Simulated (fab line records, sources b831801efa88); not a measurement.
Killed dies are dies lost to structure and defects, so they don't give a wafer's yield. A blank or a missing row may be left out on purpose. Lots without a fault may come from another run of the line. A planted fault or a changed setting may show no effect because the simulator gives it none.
Split-lot experiment | flow gf180mcu | 5 lots, 27 wafers read, on a route of 602 steps

THE SPLIT
At GF_V1_CVD_02 (deposits SiO2 from TEOS, target thk 850 nm, time 94.851 s), the setting time_s was moved away from the recipe's 94.851 s on 12 of the 27 wafers read, by -19.5% to +50.3%. The other wafers ran this setting at the recipe's value.

The file shows no step between the split and the reading.

THE READING
V1_CVD_02_THK, in nm, at GF_V1_THK_MEAS_03. Fault-free wafers of this fab line usually give 849 nm, standard deviation 11 nm.

wafer  | tool, chamber at the split | time_s as run, s | against the recipe | V1_CVD_02_THK, nm | against lot-mates on the recipe
L075.1 | pecvd-03, 1                | 133.9            | +41.2%             | 1184              | +333
L075.2 | pecvd-03, 0                | 94.851           | recipe             | 857               | -
L075.3 | pecvd-03, 2                | 133.9            | +41.2%             | 1181              | +330
L075.4 | pecvd-03, 2                | 94.851           | recipe             | 851               | -
L075.5 | pecvd-03, 1                | 94.851           | recipe             | 845               | -
L075.6 | pecvd-03, 0                | 133.9            | +41.2%             | 1229              | +378
L077.1 | pecvd-04, 0                | 76.39            | -19.5%             | 670               | -170
L077.2 | pecvd-04, 2                | 94.851           | recipe             | 834               | -
L077.3 | pecvd-04, 1                | 94.851           | recipe             | 846               | -
L077.4 | pecvd-04, 2                | 76.39            | -19.5%             | 679               | -161
L077.5 | pecvd-04, 1                | 94.851           | recipe             | 840               | -
L077.6 | pecvd-04, 0                | 76.39            | -19.5%             | 693               | -147
L076.1 | pecvd-02, 2                | 94.851           | recipe             | 836               | -
L076.2 | pecvd-02, 1                | 142.6            | +50.3%             | 1269              | +425
L076.3 | pecvd-02, 0                | 142.6            | +50.3%             | 1263              | +419
L076.4 | pecvd-02, 1                | 94.851           | recipe             | 848               | -
L076.5 | pecvd-02, 2                | 94.851           | recipe             | 848               | -
L076.6 | pecvd-02, 0                | 142.6            | +50.3%             | 1287              | +443
L082.2 | pecvd-02, 0                | 94.851           | recipe             | 861               | -
L082.3 | pecvd-02, 2                | 94.851           | recipe             | 860               | -
L082.4 | pecvd-02, 2                | 94.851           | recipe             | 872               | -
L084.1 | pecvd-02, 1                | 119.5            | +26.0%             | 1084              | +229
L084.2 | pecvd-02, 2                | 94.851           | recipe             | 853               | -
L084.3 | pecvd-02, 0                | 94.851           | recipe             | 849               | -
L084.4 | pecvd-02, 0                | 94.851           | recipe             | 864               | -
L084.5 | pecvd-02, 2                | 119.5            | +26.0%             | 1086              | +231
L084.6 | pecvd-02, 1                | 119.5            | +26.0%             | 1089              | +234

THE FIT
A straight line over all 27 wafers: V1_CVD_02_THK changes by +8.51 nm for each +1% of time_s; r = +1.00; the points scatter about the line by 13 nm.
The same after taking each lot's own level away (the mean of its wafers on the recipe; 27 wafers): +8.48 nm for each +1%; r = +1.00; scatter 11 nm.
On that fit, the largest move of time_s shifts the reading by 4.3e+02 nm.
The lots' own levels span 840.0 to 864.3 nm, that is 2.2 times the standard deviation above.
So the lot-to-lot level changes the slope little: the two slopes agree.
Check: with one of the wafers moved furthest among these (+50.3%) left out of the fit, the line predicts +429 nm for it against its lot-mates. It came out at +425 nm against them.

OTHER SPLITS ON THESE WAFERS
These wafers also went through other splits before the reading. Each is held against what the fit with the lots' levels taken away leaves over:
other split on the same wafers      | wafers away from the commonest value | r with V1_CVD_02_THK (lot level and that fit taken away)
GF_STI_ETCH_14 time_s               | 9                                    | +0.25
GF_POLY_GATE_CVD_00 time_s          | 21                                   | -0.18
GF_POLY_GATE_OXIDATION_16 ox_time_s | 21                                   | +0.20
GF_HV_LDD_CVD_56 time_s             | 21                                   | +0.13

THE WHOLE CHAIN: every reading that the file lists as answering this split, in the file's order
step              | what it does                                              | reading                                                                   | change (the file's fit)              | r (the file's)
GF_V1_CVD_02      | deposits SiO2 from TEOS, target thk 850 nm, time 94.851 s | SiO2_of_V1_CVD_02.thk_nm (the simulator's own value, which no gauge read) | +8.52 nm for each +1% of the setting | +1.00
GF_V1_THK_MEAS_03 |                                                           | V1_CVD_02_THK                                                             | +8.52 for each +1% of the setting    | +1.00
GF_V1_CMP_04      | polishes SiO2                                             | time_to_endpoint_s                                                        | withheld for each +1% of the setting | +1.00

THE FILE'S OWN FIT
V1_CVD_02_THK changes by +8.52 nm for each +1% of time_s, r = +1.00.
